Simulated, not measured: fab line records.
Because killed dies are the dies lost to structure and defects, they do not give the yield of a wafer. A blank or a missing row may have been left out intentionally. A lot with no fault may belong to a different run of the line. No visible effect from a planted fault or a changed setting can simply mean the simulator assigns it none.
Which tool was responsible? || flow sky130 || 72 wafers from 24 lots sampled at 5 of the route's 708 steps

WHAT EACH GAUGE READ, for each wafer
SKY_VIA2_THK_MEAS_23: measures by xrf. Usual: for VIA2_W_THK the level is 431 nm and the standard deviation is 5.5.
{"lot": "L074", "measured": "day 35 18:01", "on": "filmMetro-01", "VIA2_W_THK (nm)": "430 438 427", "flag": ""}
{"lot": "L075", "measured": "day 36 07:43", "on": "filmMetro-02", "VIA2_W_THK (nm)": "434 437 433", "flag": ""}
{"lot": "L076", "measured": "day 36 19:26", "on": "filmMetro-03", "VIA2_W_THK (nm)": "430 430 434", "flag": ""}
{"lot": "L077", "measured": "day 36 21:55", "on": "filmMetro-01", "VIA2_W_THK (nm)": "439 442 444", "flag": ""}
{"lot": "L078", "measured": "day 37 15:43", "on": "filmMetro-03", "VIA2_W_THK (nm)": "431 434 436", "flag": ""}
{"lot": "L079", "measured": "day 37 15:48", "on": "filmMetro-01", "VIA2_W_THK (nm)": "428 426 425", "flag": ""}
{"lot": "L080", "measured": "day 38 02:52", "on": "filmMetro-01", "VIA2_W_THK (nm)": "423 432 425", "flag": ""}
{"lot": "L081", "measured": "day 38 09:00", "on": "filmMetro-03", "VIA2_W_THK (nm)": "431 429 434", "flag": ""}
{"lot": "L082", "measured": "day 38 17:02", "on": "filmMetro-02", "VIA2_W_THK (nm)": "438 441 438", "flag": ""}
{"lot": "L083", "measured": "day 39 16:34", "on": "filmMetro-02", "VIA2_W_THK (nm)": "435 435 434", "flag": ""}
{"lot": "L084", "measured": "day 39 18:24", "on": "filmMetro-02", "VIA2_W_THK (nm)": "433 435 440", "flag": ""}
{"lot": "L085", "measured": "day 39 20:13", "on": "filmMetro-01", "VIA2_W_THK (nm)": "427 419 422", "flag": ""}
{"lot": "L086", "measured": "day 40 11:34", "on": "filmMetro-02", "VIA2_W_THK (nm)": "430 429 437", "flag": ""}
{"lot": "L087", "measured": "day 41 02:56", "on": "filmMetro-01", "VIA2_W_THK (nm)": "430 431 428", "flag": ""}
{"lot": "L088", "measured": "day 41 11:43", "on": "filmMetro-01", "VIA2_W_THK (nm)": "424 434 433", "flag": ""}
{"lot": "L089", "measured": "day 41 17:25", "on": "filmMetro-02", "VIA2_W_THK (nm)": "432 435 436", "flag": ""}
{"lot": "L090", "measured": "day 41 18:34", "on": "filmMetro-03", "VIA2_W_THK (nm)": "424 434 424", "flag": ""}
{"lot": "L091", "measured": "day 41 21:24", "on": "filmMetro-03", "VIA2_W_THK (nm)": "432 433 432", "flag": ""}
{"lot": "L092", "measured": "day 41 22:18", "on": "filmMetro-03", "VIA2_W_THK (nm)": "438 429 426", "flag": ""}
{"lot": "L093", "measured": "day 42 02:26", "on": "filmMetro-03", "VIA2_W_THK (nm)": "432 427 425", "flag": ""}
{"lot": "L094", "measured": "day 42 06:32", "on": "filmMetro-01", "VIA2_W_THK (nm)": "426 428 423", "flag": ""}
{"lot": "L095", "measured": "day 43 04:31", "on": "filmMetro-01", "VIA2_W_THK (nm)": "429 435 437", "flag": ""}
{"lot": "L096", "measured": "day 43 04:57", "on": "filmMetro-03", "VIA2_W_THK (nm)": "438 429 430", "flag": ""}
{"lot": "L097", "measured": "day 43 17:03", "on": "filmMetro-03", "VIA2_W_THK (nm)": "436 425 431", "flag": ""}

SKY_CAPM_THK_MEAS_04: measures by xrf. Usual: for CAPM_TIN_THK the level is 202.7 nm and the standard deviation is 2.8.
{"lot": "L074", "measured": "day 35 18:51", "on": "filmMetro-03", "CAPM_TIN_THK (nm)": "196.5 198.7 196.6", "flag": ""}
{"lot": "L075", "measured": "day 36 08:32", "on": "filmMetro-03", "CAPM_TIN_THK (nm)": "198.4 201.0 202.3", "flag": ""}
{"lot": "L076", "measured": "day 36 20:16", "on": "filmMetro-03", "CAPM_TIN_THK (nm)": "201.0 204.1 202.8", "flag": ""}
{"lot": "L077", "measured": "day 36 22:44", "on": "filmMetro-04", "CAPM_TIN_THK (nm)": "205.1 205.3 205.8", "flag": ""}
{"lot": "L078", "measured": "day 37 16:32", "on": "filmMetro-02", "CAPM_TIN_THK (nm)": "199.2 200.4 201.6", "flag": ""}
{"lot": "L079", "measured": "day 37 16:38", "on": "filmMetro-03", "CAPM_TIN_THK (nm)": "203.6 201.7 200.3", "flag": ""}
{"lot": "L080", "measured": "day 38 03:41", "on": "filmMetro-04", "CAPM_TIN_THK (nm)": "202.6 204.0 204.7", "flag": ""}
{"lot": "L081", "measured": "day 38 09:50", "on": "filmMetro-04", "CAPM_TIN_THK (nm)": "202.4 202.8 204.1", "flag": ""}
{"lot": "L082", "measured": "day 38 17:52", "on": "filmMetro-02", "CAPM_TIN_THK (nm)": "199.0 202.9 201.7", "flag": ""}
{"lot": "L083", "measured": "day 39 17:51", "on": "filmMetro-03", "CAPM_TIN_THK (nm)": "199.9 199.3 199.4", "flag": ""}
{"lot": "L084", "measured": "day 39 19:14", "on": "filmMetro-03", "CAPM_TIN_THK (nm)": "205.1 205.9 204.2", "flag": ""}
{"lot": "L085", "measured": "day 39 21:02", "on": "filmMetro-03", "CAPM_TIN_THK (nm)": "202.6 201.7 202.1", "flag": ""}
{"lot": "L086", "measured": "day 40 12:23", "on": "filmMetro-04", "CAPM_TIN_THK (nm)": "207.9 207.9 207.8", "flag": ""}
{"lot": "L087", "measured": "day 41 03:46", "on": "filmMetro-02", "CAPM_TIN_THK (nm)": "207.0 209.8 207.2", "flag": ""}
{"lot": "L088", "measured": "day 41 12:33", "on": "filmMetro-03", "CAPM_TIN_THK (nm)": "207.6 205.0 208.0", "flag": ""}
{"lot": "L089", "measured": "day 41 18:16", "on": "filmMetro-04", "CAPM_TIN_THK (nm)": "200.1 199.3 200.1", "flag": ""}
{"lot": "L090", "measured": "day 41 19:24", "on": "filmMetro-02", "CAPM_TIN_THK (nm)": "198.3 200.8 200.3", "flag": ""}
{"lot": "L091", "measured": "day 41 22:14", "on": "filmMetro-04", "CAPM_TIN_THK (nm)": "204.1 205.6 203.9", "flag": ""}
{"lot": "L092", "measured": "day 41 23:08", "on": "filmMetro-03", "CAPM_TIN_THK (nm)": "200.0 197.7 197.6", "flag": ""}
{"lot": "L093", "measured": "day 42 03:16", "on": "filmMetro-03", "CAPM_TIN_THK (nm)": "204.4 205.8 205.6", "flag": ""}
{"lot": "L094", "measured": "day 42 07:26", "on": "filmMetro-02", "CAPM_TIN_THK (nm)": "203.0 203.7 203.1", "flag": ""}
{"lot": "L095", "measured": "day 43 05:20", "on": "filmMetro-02", "CAPM_TIN_THK (nm)": "200.4 203.2 201.8", "flag": ""}
{"lot": "L096", "measured": "day 43 05:48", "on": "filmMetro-03", "CAPM_TIN_THK (nm)": "202.2 203.6 202.4", "flag": ""}
{"lot": "L097", "measured": "day 43 17:54", "on": "filmMetro-02", "CAPM_TIN_THK (nm)": "202.4 201.2 200.4", "flag": ""}

WHAT TOOL EACH LOT RAN ON (gives the tool, then ch and the chambers of the sampled wafers, and finally the start)
{"lot": "L074", "SKY_VIA2_STRIP_16": "plasmaAsher-04 ch 0,1, day 35 17:05", "SKY_METAL3_SPUTTER_02": "pvdSputter-04, day 35 18:25", "SKY_CAPM_CVD_00": "pecvd-04 ch 0,2, day 35 18:32"}
{"lot": "L075", "SKY_VIA2_STRIP_16": "plasmaAsher-02 ch 0,1, day 36 06:46", "SKY_METAL3_SPUTTER_02": "pvdSputter-01, day 36 08:06", "SKY_CAPM_CVD_00": "pecvd-03 ch 0,1,2, day 36 08:13"}
{"lot": "L076", "SKY_VIA2_STRIP_16": "plasmaAsher-04 ch 0,1, day 36 18:29", "SKY_METAL3_SPUTTER_02": "pvdSputter-04, day 36 19:50", "SKY_CAPM_CVD_00": "pecvd-02 ch 1,2, day 36 19:56"}
{"lot": "L077", "SKY_VIA2_STRIP_16": "plasmaAsher-04 ch 0,1, day 36 20:59", "SKY_METAL3_SPUTTER_02": "pvdSputter-04, day 36 22:19", "SKY_CAPM_CVD_00": "pecvd-03 ch 1,2, day 36 22:25"}
{"lot": "L078", "SKY_VIA2_STRIP_16": "plasmaAsher-02 ch 0,1, day 37 14:49", "SKY_METAL3_SPUTTER_02": "pvdSputter-01, day 37 16:07", "SKY_CAPM_CVD_00": "pecvd-02 ch 1,2, day 37 16:13"}
{"lot": "L079", "SKY_VIA2_STRIP_16": "plasmaAsher-04 ch 0,1, day 37 14:50", "SKY_METAL3_SPUTTER_02": "pvdSputter-04, day 37 16:12", "SKY_CAPM_CVD_00": "pecvd-03 ch 0,1, day 37 16:19"}
{"lot": "L080", "SKY_VIA2_STRIP_16": "plasmaAsher-02 ch 0,1, day 38 01:56", "SKY_METAL3_SPUTTER_02": "pvdSputter-01, day 38 03:16", "SKY_CAPM_CVD_00": "pecvd-04 ch 1,2, day 38 03:22"}
{"lot": "L081", "SKY_VIA2_STRIP_16": "plasmaAsher-02 ch 0,1, day 38 08:04", "SKY_METAL3_SPUTTER_02": "pvdSputter-01, day 38 09:23", "SKY_CAPM_CVD_00": "pecvd-04 ch 1,2, day 38 09:30"}
{"lot": "L082", "SKY_VIA2_STRIP_16": "plasmaAsher-04 ch 0,1, day 38 16:03", "SKY_METAL3_SPUTTER_02": "pvdSputter-01, day 38 17:26", "SKY_CAPM_CVD_00": "pecvd-03 ch 1,2, day 38 17:33"}
{"lot": "L083", "SKY_VIA2_STRIP_16": "plasmaAsher-04 ch 0,1, day 39 15:38", "SKY_METAL3_SPUTTER_02": "pvdSputter-02, day 39 17:25", "SKY_CAPM_CVD_00": "pecvd-03 ch 0,1, day 39 17:31"}
{"lot": "L084", "SKY_VIA2_STRIP_16": "plasmaAsher-03 ch 0,1, day 39 17:29", "SKY_METAL3_SPUTTER_02": "pvdSputter-02, day 39 18:48", "SKY_CAPM_CVD_00": "pecvd-02 ch 0,2, day 39 18:55"}
{"lot": "L085", "SKY_VIA2_STRIP_16": "plasmaAsher-02 ch 0,1, day 39 19:19", "SKY_METAL3_SPUTTER_02": "pvdSputter-01, day 39 20:36", "SKY_CAPM_CVD_00": "pecvd-04 ch 0,1, day 39 20:42"}
{"lot": "L086", "SKY_VIA2_STRIP_16": "plasmaAsher-02 ch 0, day 40 10:38", "SKY_METAL3_SPUTTER_02": "pvdSputter-02, day 40 11:58", "SKY_CAPM_CVD_00": "pecvd-03 ch 0,2, day 40 12:04"}
{"lot": "L087", "SKY_VIA2_STRIP_16": "plasmaAsher-02 ch 0,1, day 41 02:02", "SKY_METAL3_SPUTTER_02": "pvdSputter-04, day 41 03:21", "SKY_CAPM_CVD_00": "pecvd-02 ch 0,1,2, day 41 03:27"}
{"lot": "L088", "SKY_VIA2_STRIP_16": "plasmaAsher-04 ch 0,1, day 41 10:50", "SKY_METAL3_SPUTTER_02": "pvdSputter-01, day 41 12:07", "SKY_CAPM_CVD_00": "pecvd-04 ch 0,1,2, day 41 12:13"}
{"lot": "L089", "SKY_VIA2_STRIP_16": "plasmaAsher-03 ch 0,1, day 41 16:32", "SKY_METAL3_SPUTTER_02": "pvdSputter-02, day 41 17:49", "SKY_CAPM_CVD_00": "pecvd-02 ch 0,1,2, day 41 17:56"}
{"lot": "L090", "SKY_VIA2_STRIP_16": "plasmaAsher-02 ch 0,1, day 41 17:39", "SKY_METAL3_SPUTTER_02": "pvdSputter-02, day 41 18:58", "SKY_CAPM_CVD_00": "pecvd-04 ch 0,2, day 41 19:05"}
{"lot": "L091", "SKY_VIA2_STRIP_16": "plasmaAsher-02 ch 0,1, day 41 20:27", "SKY_METAL3_SPUTTER_02": "pvdSputter-04, day 41 21:48", "SKY_CAPM_CVD_00": "pecvd-03 ch 0,1,2, day 41 21:54"}
{"lot": "L092", "SKY_VIA2_STRIP_16": "plasmaAsher-03 ch 1, day 41 21:23", "SKY_METAL3_SPUTTER_02": "pvdSputter-02, day 41 22:43", "SKY_CAPM_CVD_00": "pecvd-04 ch 0,1,2, day 41 22:50"}
{"lot": "L093", "SKY_VIA2_STRIP_16": "plasmaAsher-03 ch 0,1, day 42 01:32", "SKY_METAL3_SPUTTER_02": "pvdSputter-01, day 42 02:49", "SKY_CAPM_CVD_00": "pecvd-04 ch 0,1, day 42 02:55"}
{"lot": "L094", "SKY_VIA2_STRIP_16": "plasmaAsher-02 ch 0,1, day 42 05:38", "SKY_METAL3_SPUTTER_02": "pvdSputter-01, day 42 06:57", "SKY_CAPM_CVD_00": "pecvd-04 ch 0,2, day 42 07:03"}
{"lot": "L095", "SKY_VIA2_STRIP_16": "plasmaAsher-03 ch 0,1, day 43 03:35", "SKY_METAL3_SPUTTER_02": "pvdSputter-01, day 43 04:55", "SKY_CAPM_CVD_00": "pecvd-04 ch 0,1,2, day 43 05:01"}
{"lot": "L096", "SKY_VIA2_STRIP_16": "plasmaAsher-03 ch 0,1, day 43 04:03", "SKY_METAL3_SPUTTER_02": "pvdSputter-02, day 43 05:22", "SKY_CAPM_CVD_00": "pecvd-02 ch 1,2, day 43 05:29"}
{"lot": "L097", "SKY_VIA2_STRIP_16": "plasmaAsher-04 ch 0,1, day 43 16:05", "SKY_METAL3_SPUTTER_02": "pvdSputter-02, day 43 17:28", "SKY_CAPM_CVD_00": "pecvd-03 ch 0,2, day 43 17:35"}
- SKY_VIA2_STRIP_16: strips in O2/N2.
- SKY_METAL3_SPUTTER_02: material AlCu, target thk 735 nm, time 39.1 s.
- SKY_CAPM_CVD_00: deposits SiO2, target thk 15.5 nm.

WHAT THE TOOLS THEMSELVES READ (means of the sampled wafers that have a number; where no wafer has one, the mark that the record gives instead)
SKY_VIA2_STRIP_16. Usual: drypumpMotorCurrentA 5.6 A, standard deviation 0.4; oesProductAu 0.398 a.u., standard deviation 0.0046; stripTimeToEndpointS 4.035 s, standard deviation 0.025.
{"lot": "L074", "tool": "plasmaAsher-04", "drypumpMotorCurrentA (A)": 5.6, "oesProductAu (a.u.)": 0.395, "stripTimeToEndpointS (s)": 4.056, "flag": ""}
{"lot": "L075", "tool": "plasmaAsher-02", "drypumpMotorCurrentA (A)": 5.5, "oesProductAu (a.u.)": 0.400, "stripTimeToEndpointS (s)": 4.066, "flag": ""}
{"lot": "L076", "tool": "plasmaAsher-04", "drypumpMotorCurrentA (A)": 5.6, "oesProductAu (a.u.)": 0.396, "stripTimeToEndpointS (s)": 4.058, "flag": ""}
{"lot": "L077", "tool": "plasmaAsher-04", "drypumpMotorCurrentA (A)": 5.6, "oesProductAu (a.u.)": 0.400, "stripTimeToEndpointS (s)": 4.050, "flag": ""}
{"lot": "L078", "tool": "plasmaAsher-02", "drypumpMotorCurrentA (A)": 5.5, "oesProductAu (a.u.)": 0.401, "stripTimeToEndpointS (s)": 4.042, "flag": ""}
{"lot": "L079", "tool": "plasmaAsher-04", "drypumpMotorCurrentA (A)": 5.3, "oesProductAu (a.u.)": 0.394, "stripTimeToEndpointS (s)": 4.034, "flag": ""}
{"lot": "L080", "tool": "plasmaAsher-02", "drypumpMotorCurrentA (A)": 5.7, "oesProductAu (a.u.)": 0.398, "stripTimeToEndpointS (s)": 4.021, "flag": ""}
{"lot": "L081", "tool": "plasmaAsher-02", "drypumpMotorCurrentA (A)": 5.5, "oesProductAu (a.u.)": 0.402, "stripTimeToEndpointS (s)": 4.030, "flag": ""}
{"lot": "L082", "tool": "plasmaAsher-04", "drypumpMotorCurrentA (A)": 5.3, "oesProductAu (a.u.)": 0.397, "stripTimeToEndpointS (s)": 4.003, "flag": ""}
{"lot": "L083", "tool": "plasmaAsher-04", "drypumpMotorCurrentA (A)": 5.6, "oesProductAu (a.u.)": 0.397, "stripTimeToEndpointS (s)": 4.034, "flag": ""}
{"lot": "L084", "tool": "plasmaAsher-03", "drypumpMotorCurrentA (A)": 6.0, "oesProductAu (a.u.)": 0.400, "stripTimeToEndpointS (s)": 4.000, "flag": ""}
{"lot": "L085", "tool": "plasmaAsher-02", "drypumpMotorCurrentA (A)": 5.5, "oesProductAu (a.u.)": 0.397, "stripTimeToEndpointS (s)": 4.017, "flag": ""}
{"lot": "L086", "tool": "plasmaAsher-02", "drypumpMotorCurrentA (A)": 5.3, "oesProductAu (a.u.)": 0.399, "stripTimeToEndpointS (s)": 4.047, "flag": ""}
{"lot": "L087", "tool": "plasmaAsher-02", "drypumpMotorCurrentA (A)": 5.5, "oesProductAu (a.u.)": 0.395, "stripTimeToEndpointS (s)": 4.049, "flag": ""}
{"lot": "L088", "tool": "plasmaAsher-04", "drypumpMotorCurrentA (A)": 5.3, "oesProductAu (a.u.)": 0.398, "stripTimeToEndpointS (s)": 4.042, "flag": ""}
{"lot": "L089", "tool": "plasmaAsher-03", "drypumpMotorCurrentA (A)": 5.9, "oesProductAu (a.u.)": 0.397, "stripTimeToEndpointS (s)": 4.050, "flag": ""}
{"lot": "L090", "tool": "plasmaAsher-02", "drypumpMotorCurrentA (A)": 5.7, "oesProductAu (a.u.)": 0.404, "stripTimeToEndpointS (s)": 4.047, "flag": ""}
{"lot": "L091", "tool": "plasmaAsher-02", "drypumpMotorCurrentA (A)": 5.7, "oesProductAu (a.u.)": 0.399, "stripTimeToEndpointS (s)": 4.023, "flag": ""}
{"lot": "L092", "tool": "plasmaAsher-03", "drypumpMotorCurrentA (A)": 5.7, "oesProductAu (a.u.)": 0.401, "stripTimeToEndpointS (s)": 4.034, "flag": ""}
{"lot": "L093", "tool": "plasmaAsher-03", "drypumpMotorCurrentA (A)": 5.8, "oesProductAu (a.u.)": 0.399, "stripTimeToEndpointS (s)": 4.029, "flag": ""}
{"lot": "L094", "tool": "plasmaAsher-02", "drypumpMotorCurrentA (A)": 5.7, "oesProductAu (a.u.)": 0.399, "stripTimeToEndpointS (s)": 4.060, "flag": ""}
{"lot": "L095", "tool": "plasmaAsher-03", "drypumpMotorCurrentA (A)": 6.0, "oesProductAu (a.u.)": 0.397, "stripTimeToEndpointS (s)": 4.050, "flag": ""}
{"lot": "L096", "tool": "plasmaAsher-03", "drypumpMotorCurrentA (A)": 6.0, "oesProductAu (a.u.)": 0.402, "stripTimeToEndpointS (s)": 4.022, "flag": ""}
{"lot": "L097", "tool": "plasmaAsher-04", "drypumpMotorCurrentA (A)": 5.6, "oesProductAu (a.u.)": 0.394, "stripTimeToEndpointS (s)": 4.019, "flag": ""}

SKY_METAL3_SPUTTER_02. Usual: 30.2 % for throttleValvePct, sd 0.93.
{"lot": "L074", "tool": "pvdSputter-04", "throttleValvePct (%)": 30.0, "flag": ""}
{"lot": "L075", "tool": "pvdSputter-01", "throttleValvePct (%)": 30.0, "flag": ""}
{"lot": "L076", "tool": "pvdSputter-04", "throttleValvePct (%)": 30.0, "flag": ""}
{"lot": "L077", "tool": "pvdSputter-04", "throttleValvePct (%)": 29.2, "flag": ""}
{"lot": "L078", "tool": "pvdSputter-01", "throttleValvePct (%)": 30.0, "flag": ""}
{"lot": "L079", "tool": "pvdSputter-04", "throttleValvePct (%)": 30.0, "flag": ""}
{"lot": "L080", "tool": "pvdSputter-01", "throttleValvePct (%)": 30.8, "flag": ""}
{"lot": "L081", "tool": "pvdSputter-01", "throttleValvePct (%)": 30.5, "flag": ""}
{"lot": "L082", "tool": "pvdSputter-01", "throttleValvePct (%)": 29.7, "flag": ""}
{"lot": "L083", "tool": "pvdSputter-02", "throttleValvePct (%)": 30.5, "flag": ""}
{"lot": "L084", "tool": "pvdSputter-02", "throttleValvePct (%)": 29.5, "flag": ""}
{"lot": "L085", "tool": "pvdSputter-01", "throttleValvePct (%)": 30.3, "flag": ""}
{"lot": "L086", "tool": "pvdSputter-02", "throttleValvePct (%)": 29.6, "flag": ""}
{"lot": "L087", "tool": "pvdSputter-04", "throttleValvePct (%)": 29.1, "flag": ""}
{"lot": "L088", "tool": "pvdSputter-01", "throttleValvePct (%)": 30.4, "flag": ""}
{"lot": "L089", "tool": "pvdSputter-02", "throttleValvePct (%)": 31.3, "flag": ""}
{"lot": "L090", "tool": "pvdSputter-02", "throttleValvePct (%)": 30.8, "flag": ""}
{"lot": "L091", "tool": "pvdSputter-04", "throttleValvePct (%)": 29.1, "flag": ""}
{"lot": "L092", "tool": "pvdSputter-02", "throttleValvePct (%)": 30.2, "flag": ""}
{"lot": "L093", "tool": "pvdSputter-01", "throttleValvePct (%)": 30.7, "flag": ""}
{"lot": "L094", "tool": "pvdSputter-01", "throttleValvePct (%)": 31.1, "flag": ""}
{"lot": "L095", "tool": "pvdSputter-01", "throttleValvePct (%)": 30.5, "flag": ""}
{"lot": "L096", "tool": "pvdSputter-02", "throttleValvePct (%)": 30.5, "flag": ""}
{"lot": "L097", "tool": "pvdSputter-02", "throttleValvePct (%)": 30.7, "flag": ""}

SKY_CAPM_CVD_00. Usual: 697 W for heaterPowerW, sd 64.
{"lot": "L074", "tool": "pecvd-04", "heaterPowerW (W)": 649, "flag": ""}
{"lot": "L075", "tool": "pecvd-03", "heaterPowerW (W)": 710, "flag": ""}
{"lot": "L076", "tool": "pecvd-02", "heaterPowerW (W)": 696, "flag": ""}
{"lot": "L077", "tool": "pecvd-03", "heaterPowerW (W)": 748, "flag": ""}
{"lot": "L078", "tool": "pecvd-02", "heaterPowerW (W)": 729, "flag": ""}
{"lot": "L079", "tool": "pecvd-03", "heaterPowerW (W)": 794, "flag": ""}
{"lot": "L080", "tool": "pecvd-04", "heaterPowerW (W)": 661, "flag": ""}
{"lot": "L081", "tool": "pecvd-04", "heaterPowerW (W)": 649, "flag": ""}
{"lot": "L082", "tool": "pecvd-03", "heaterPowerW (W)": 711, "flag": ""}
{"lot": "L083", "tool": "pecvd-03", "heaterPowerW (W)": 714, "flag": ""}
{"lot": "L084", "tool": "pecvd-02", "heaterPowerW (W)": 779, "flag": ""}
{"lot": "L085", "tool": "pecvd-04", "heaterPowerW (W)": 682, "flag": ""}
{"lot": "L086", "tool": "pecvd-03", "heaterPowerW (W)": 738, "flag": ""}
{"lot": "L087", "tool": "pecvd-02", "heaterPowerW (W)": 680, "flag": ""}
{"lot": "L088", "tool": "pecvd-04", "heaterPowerW (W)": 648, "flag": ""}
{"lot": "L089", "tool": "pecvd-02", "heaterPowerW (W)": 720, "flag": ""}
{"lot": "L090", "tool": "pecvd-04", "heaterPowerW (W)": 715, "flag": ""}
{"lot": "L091", "tool": "pecvd-03", "heaterPowerW (W)": 703, "flag": ""}
{"lot": "L092", "tool": "pecvd-04", "heaterPowerW (W)": 675, "flag": ""}
{"lot": "L093", "tool": "pecvd-04", "heaterPowerW (W)": 723, "flag": ""}
{"lot": "L094", "tool": "pecvd-04", "heaterPowerW (W)": 645, "flag": ""}
{"lot": "L095", "tool": "pecvd-04", "heaterPowerW (W)": 635, "flag": ""}
{"lot": "L096", "tool": "pecvd-02", "heaterPowerW (W)": 752, "flag": ""}
{"lot": "L097", "tool": "pecvd-03", "heaterPowerW (W)": 683, "flag": ""}

THE ANSWER, worked out from the rows above alone
Rule: a lot counts as off when the mean over its wafers that have a number is more than 3 standard deviations away from the usual mean. A lot without any number at a reading at which 4 lots or more have one is off too. The other lots that the step has rows for count as sound. First the gauges in route order, then the tools' own readings, where a lot's mean is used as printed above. At the first step where some lot is off, the reading lying furthest off is the one used; lots without a number count as furthest.
None of the lots is off at any reading shown; this tells nothing.

WHAT HAD BEEN PUT IN BY THE SIMULATOR
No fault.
